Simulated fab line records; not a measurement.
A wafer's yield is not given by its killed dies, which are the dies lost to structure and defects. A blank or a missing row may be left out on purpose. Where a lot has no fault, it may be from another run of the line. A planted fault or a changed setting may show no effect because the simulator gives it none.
Struck lot and sound lot, side by side    flow gf180mcu    27 steps out of a route of 602
Sound: these wafers, L111.2, L111.4, L111.5. Struck: wafers L106.2, L106.5, L106.6. The cause is given at the end.
Each step with rows lists, per side, the tool, then ch with its chambers, then its first start. Under that, the readings that differ: sound wafers    struck wafers    difference of the means    sigmas: that difference in standard deviations of wafers without a fault.
alike: readings whose means differ by less than 2 such deviations, and words and numbers that are the same on both sides. not compared: withheld readings, readings that some wafer has no value for, bounds like >300 that may hide the same value, and numbers for which the record gives no deviation and whose values overlap.
Wherever a step has rows on one side only, a row that says differs or no value, or a row with sigmas, the two part there. Non-overlapping numbers with no deviation appear without sigmas and do not part them. A reading that every wafer of one side lacks parts them only if that side has two wafers or more.

first, 5 steps without rows for these wafers: GF_V3_ETCH_16 (etches BARC in N2/H2); GF_V3_ETCH_17 (etches SiO2 in C4F8/O2/Ar, stops on TiN, target depth 635 nm); GF_V3_STRIP_18 (strips in O2/N2); GF_V3_STRIP_19 (strips in post etch residue remover, time 1200 s); GF_V3_CLEAN_20 (cleans in DIW).
GF_V3_SPUTTER_21: material Ti, target thk 15 nm, time 80.02 s.
  sound: pvd_sputter-03 at day 26 15:56; struck: pvd_sputter-02 at day 25 06:10
  alike: cathode_dc_power_W, chamber_pressure_pa, throttle_valve_pct
then, 2 steps without rows for these wafers: GF_V3_SPUTTER_22 (material TiN, target thk 10 nm, time 40 s); GF_V3_CVD_23 (deposits W, target thk 350 nm, time 104.9 s).
GF_V3_RS_MEAS_24: uses a four-point probe to measure.
  sound: film_metro-04 at day 26 16:11; struck: film_metro-03 at day 25 06:23
  alike: V3_W_RS
GF_V3_THK_MEAS_25: measures by xrf.
  sound: film_metro-04 at day 26 16:17; struck: film_metro-03 at day 25 06:30
  alike: V3_W_THK
then, 1 step without rows for these wafers: GF_V3_CMP_26 (polishes, stops on SiO2, t overpolish 15 s, target thk 0 nm).
GF_M4_SPUTTER_00: material Ti, target thk 37.5 nm, time 150 s.
  sound: pvd_sputter-04 at day 26 16:40; struck: pvd_sputter-03 at day 25 06:51
  alike: cathode_dc_power_W, chamber_pressure_pa, throttle_valve_pct
GF_M4_SPUTTER_01: material TiN, target thk 30 nm, time 25 s.
  sound: pvd_sputter-04 at day 26 16:46; struck: pvd_sputter-03 at day 25 06:57
  no value came back on the struck wafers for cathode_dc_power_W (W), chamber_pressure_pa (Pa), throttle_valve_pct (%); on the sound wafers cathode_dc_power_W (W) reads 6500.9 6502.1 6498.3
GF_M4_SPUTTER_02: material AlCu, target thk 450 nm, time 23.9 s.
  sound: pvd_sputter-04 at day 26 16:47; struck: pvd_sputter-03 at day 25 06:59
  alike: cathode_dc_power_W, chamber_pressure_pa, throttle_valve_pct
GF_M4_SPUTTER_03: material Ti, target thk 10 nm, time 6.7 s.
  sound: pvd_sputter-04 at day 26 16:49; struck: pvd_sputter-03 at day 25 07:01
  alike: cathode_dc_power_W, chamber_pressure_pa, throttle_valve_pct
then, 8 steps without rows for these wafers: GF_M4_SPUTTER_04 (material TiN, target thk 50 nm, time 39.7 s); GF_M4_DEHYDRATE_07 (time 60 s); GF_M4_HMDS_08 (prime time 60 s); GF_M4_COAT_09 (resist thk 1000 nm); GF_M4_SOFTBAKE_10 (time 60 s); GF_M4_EXPOSE_11 (exposes mask Metal4, target cd 280 nm); GF_M4_PEB_12 (peb time 90 s); GF_M4_DEVELOP_13 (develop time 60 s).
GF_M4_CD_MEAS_14 targets a cd of 280 nm.
  sound: cd_sem-02 at day 27 13:29; struck: cd_sem-01 at day 26 03:17
  alike: cd_nm
GF_M4_OVL_MEAS_15:
  sound: overlay-02 at day 27 13:35; struck: overlay-01 at day 26 03:23
  alike: M4_OVL
GF_M4_METAL_ETCH_16: etches the open film in Cl2/BCl3, stops on SiO2, target depth 627.5 nm, time 104.6 s.
  sound on rie_metal-03 ch 1, day 27 13:37; struck on rie_metal-01 ch 0, day 26 03:28
reading                 sound                 struck                difference  sigmas
oes_product_au (a.u.)   0.973 0.984 0.981     0.938 0.943 0.946     -0.037      -5
throttle_valve_pct (%)  28.235 28.238 28.240  28.280 28.282 28.294  +0.048      +4
  alike: drypump_motor_current_A, rf_fwd_power_W
  not compared: rf_hours_counter_h
GF_M4_STRIP_17: strips in O2/N2.
  sound on plasma_asher-03 ch 1, day 27 13:44; struck on plasma_asher-03 ch 0,1, day 26 03:39
  alike: drypump_motor_current_A, heater_power_w, o2_flow_sccm, oes_product_au, strip_time_to_endpoint_s
  not compared: rf_hours_counter_h

== WHERE THEY PART ==
First at GF_M4_SPUTTER_01; last, within this record, at GF_M4_METAL_ETCH_16. Later steps at which nothing parts them and some readings are alike: GF_M4_STRIP_17.

WHY: the cause the simulator had injected
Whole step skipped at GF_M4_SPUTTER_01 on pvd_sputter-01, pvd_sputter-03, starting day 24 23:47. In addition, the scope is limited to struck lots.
